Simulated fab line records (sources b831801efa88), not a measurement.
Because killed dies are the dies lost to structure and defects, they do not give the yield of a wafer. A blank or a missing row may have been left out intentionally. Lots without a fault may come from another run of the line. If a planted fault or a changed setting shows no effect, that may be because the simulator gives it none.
2 desks looking at one fault -- flow gf180mcu -- every desk sees just its own numbers, and what lay behind them comes last

## DESK OF THE TOOL OWNER: litho track-03
The tool's own readings at GF_V2_PEB_12 (peb time 90 s): means of the sampled wafers that have a number, for each lot that ran on this tool. Any lot whose mean is over 4 standard deviations away from the usual mean is out of limits and marked OUT; that distance is given in the brackets.
Columns: A = heater power total W at GF_V2_PEB_12, usual 85.70 W; B = plate temp C at GF_V2_PEB_12, usual 135.02 C
lot,first seen here,A,B
L438,day 21 15:33,85.69,135.01
L442,day 22 20:17,87.37 (+20) OUT,137.16 (+15) OUT
L443,day 23 04:02,87.40 (+20) OUT,137.12 (+15) OUT
L455,day 27 05:39,85.57,135.18
L458,day 28 01:13,85.78,135.06
This desk's verdict: out of limits on L442, L443, starting with L442 at day 22 20:17 (heater power total W at GF_V2_PEB_12). L438, L455, L458: within limits.

## METROLOGY DESK
Lot by lot, what the gauges showed, no matter which tool ran the lot: averages of those sampled wafers that carry a number. Any lot whose mean is over 4 standard deviations away from the usual mean is out of limits and marked OUT; that distance is given in the brackets.
Columns: A = cd nm at GF_V2_CD_MEAS_14, usual 259.7 nm; B = V2_OVL at GF_V2_OVL_MEAS_15, usual 0 nm
lot,first seen here,A,B
L436,day 20 15:30,259.7,-1
L437,day 21 01:35,258.9,0
L438,day 21 15:53,260.2,-4
L442,day 22 20:37,265.4 (+4.8) OUT,-5
L443,day 23 04:22,264.8 (+4.3) OUT,-0
L450,day 25 13:51,259.2,2
L451,day 26 01:37,259.4,-2
L452,day 26 05:53,260.5,3
L454,day 27 03:41,258.5,2
L455,day 27 06:01,260.4,0
L456,day 27 08:26,258.8,0
L457,day 27 17:44,261.3,-4
L458,day 28 01:34,257.3,1
This desk's verdict: out of limits on L442, L443, starting with L442 at day 22 20:37 (cd nm at GF_V2_CD_MEAS_14). L436, L437, L438, L450, L451, L452, L454, L455, L456, L457, L458: within limits.

## TAKEN TOGETHER
The tool owner's desk could have raised an alarm at day 22 20:17, on L442, L443.
An alarm was possible from the metrology desk at day 22 20:37, on L442, L443.
GF_V2_PEB_12 was run on litho track-03 by each of the lots named.

## WHAT THE SIMULATOR PUT IN
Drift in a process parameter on litho track-03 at GF_V2_PEB_12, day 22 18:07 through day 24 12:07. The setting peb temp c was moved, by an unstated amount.
Lots struck among those shown: L442, L443.
Delay (hours) between the fault's onset and each desk's first out-of-limits reading: 2 at the tool owner's desk, 2 at the metrology desk.
